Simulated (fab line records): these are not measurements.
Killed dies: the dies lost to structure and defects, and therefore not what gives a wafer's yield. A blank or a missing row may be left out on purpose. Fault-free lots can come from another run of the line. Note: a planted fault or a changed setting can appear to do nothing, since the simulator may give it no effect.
Matching of chambers	flow sky130	SKY_VIA3_ETCH_15 on rie-diel-03 has 4 sister chambers
The step etches SiO2 in C4F8/O2/Ar, stops on TiN, target depth 507 nm, time 78 s. 4 wafers are shown with their chamber, then 8 later ones without.

## WAFERS WITH THEIR CHAMBER
wafer	chamber	oes-product-au (a.u.)
L083.6	2	0.939
L091.4	0	0.951
L091.6	1	0.943
L094.1	3	0.952

## WAFERS MISSING THEIR CHAMBER
wafer	oes-product-au (a.u.)
L094.2	0.941
L094.3	0.949
L094.4	0.951
L094.5	0.941
L094.6	0.950
L096.2	0.943
L096.3	0.943
L096.6	0.954

## CHAMBER TAKEN BY EACH
wafer	from the rows above	in truth
L094.2	can't be placed: 1 or 2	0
L094.3	can't be placed: 0 or 3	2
L094.4	can't be placed: 0 or 3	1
L094.5	can't be placed: 1 or 2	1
L094.6	can't be placed: 0 or 3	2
L096.2	1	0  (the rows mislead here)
L096.3	1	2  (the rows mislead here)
L096.6	can't be placed: 3 or 0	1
Placed correctly: 0 of 8. From these rows, 6 cannot be placed; in 1 the true chamber is one of the candidates. Placed wrongly: 2.
How it was worked out, from the rows above alone: a wafer's distance from a chamber is the root of the sum, over the readings, of the square of ((its reading less the chamber's mean) divided by the reading's scatter). The wafer belongs to the nearest chamber; if the next one is less than 2 further off, it can't be placed. For every chamber, the mean is computed from those of its wafers that are shown. The scatter (one wafer shown for each chamber): square how far every hidden wafer sits from the nearest shown wafer, average those squares and take the square root.
